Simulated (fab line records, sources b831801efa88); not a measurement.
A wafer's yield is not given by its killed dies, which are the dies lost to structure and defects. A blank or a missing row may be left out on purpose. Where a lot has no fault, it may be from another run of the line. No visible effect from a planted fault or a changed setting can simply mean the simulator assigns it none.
Chamber matching + flow sky130 + 4 sister chambers for SKY_LI_CONTACT_CMP_02 on cmp-02
The step polishes PSG. 4 wafers are shown with their chamber, then 7 later ones without.

== WAFERS PAIRED WITH THEIR CHAMBERS ==
| wafer  | chamber | motor current A (A) |
|--------|---------|---------------------|
| L294.1 | 3       | 12.4                |
| L302.4 | 2       | 13.0                |
| L304.6 | 0       | 11.5                |
| L308.2 | 1       | 13.6                |

== WAFERS WITHOUT THEIR CHAMBER ==
| wafer  | motor current A (A) |
|--------|---------------------|
| L308.3 | 11.5                |
| L314.1 | 14.1                |
| L314.3 | 12.2                |
| L314.5 | 13.5                |
| L315.2 | 12.0                |
| L315.3 | 13.1                |
| L315.5 | 11.6                |

== EACH ONE'S CHAMBER ==
| wafer  | from the rows above     | in truth                   |
|--------|-------------------------|----------------------------|
| L308.3 | 0                       | 0                          |
| L314.1 | 1                       | 1                          |
| L314.3 | can't be placed: 3 or 0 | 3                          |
| L314.5 | can't be placed: 1 or 2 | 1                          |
| L315.2 | can't be placed: 3 or 0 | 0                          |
| L315.3 | can't be placed: 2 or 1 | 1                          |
| L315.5 | 0                       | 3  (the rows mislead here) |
2 of 7 placed correctly. From these rows, 4 cannot be placed; in 4 the true chamber is one of the candidates. Number placed wrongly: 1.
How it was worked out, from the rows above alone: a wafer's distance from a chamber is the root of the sum, over the readings, of the square of ((its reading less the chamber's mean) divided by the reading's scatter). If the next closest chamber is less than 2 further off than the closest, the wafer can't be placed; otherwise it belongs to the closest. For every chamber, the mean is computed from those of its wafers that are shown. The scatter: root of mean squared gap, hidden wafer to nearest shown wafer, with one shown wafer a chamber.
